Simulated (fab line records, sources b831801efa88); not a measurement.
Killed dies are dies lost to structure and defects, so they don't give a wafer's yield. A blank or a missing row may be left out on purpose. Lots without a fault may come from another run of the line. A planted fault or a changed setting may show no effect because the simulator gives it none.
Which tool did it? | flow gf180mcu | 6 lots, 18 wafers sampled, at 3 steps of a route of 602

WHAT THE GAUGES READ, wafer by wafer
GF_M3_THK_MEAS_06: measures by xrf.
lot  | measured     | on            | M3_ALCU_THK (nm)
L291 | day 20 22:59 | film_metro-03 | 437 438 437
L293 | day 21 21:40 | film_metro-03 | 451 453 449
L300 | day 24 21:07 | film_metro-04 | 448 445 442
L307 | day 26 21:19 | film_metro-03 | 444 446 448
L310 | day 27 13:40 | film_metro-03 | 433 433 433
L312 | day 27 22:53 | film_metro-03 | 448 435 448

WHICH TOOL RAN EACH LOT (tool, then ch and the chambers of the sampled wafers, then the start)
lot  | GF_V2_ETCH_16                      | GF_M3_SPUTTER_03
L291 | rie_diel-03 ch 2,3, day 20 21:17   | pvd_sputter-03, day 20 22:49
L293 | rie_diel-01 ch 0,1,3, day 21 19:53 | pvd_sputter-02, day 21 21:28
L300 | rie_diel-01 ch 0,2,3, day 24 19:23 | pvd_sputter-02, day 24 20:55
L307 | rie_diel-02 ch 1,3, day 26 19:35   | pvd_sputter-03, day 26 21:07
L310 | rie_diel-03 ch 0,1,3, day 27 11:56 | pvd_sputter-03, day 27 13:29
L312 | rie_diel-01 ch 2,3, day 27 21:08   | pvd_sputter-04, day 27 22:41
- GF_V2_ETCH_16: etches BARC in N2/H2.
- GF_M3_SPUTTER_03: material Ti, target thk 10 nm, time 6.7 s.

THE ANSWER, worked out from the rows above alone
Rule: what is usual is taken from the lots themselves. Put in order of their means at a reading, lots are off if they are a third of the lots or fewer, leave a main group of 4 or more, and stand apart from it by a gap of 3 or more times the standard deviation of the main group's means; of several such gaps the widest counts. A main group whose means are all the same, to the digits that the tables above print for the reading, isn't used. A lot without any number at a reading at which 4 lots or more have one is off too. The other lots that the step has rows for count as sound.
No lot is off at any reading shown: from this, nothing can be told.

WHAT THE SIMULATOR HAD PUT IN
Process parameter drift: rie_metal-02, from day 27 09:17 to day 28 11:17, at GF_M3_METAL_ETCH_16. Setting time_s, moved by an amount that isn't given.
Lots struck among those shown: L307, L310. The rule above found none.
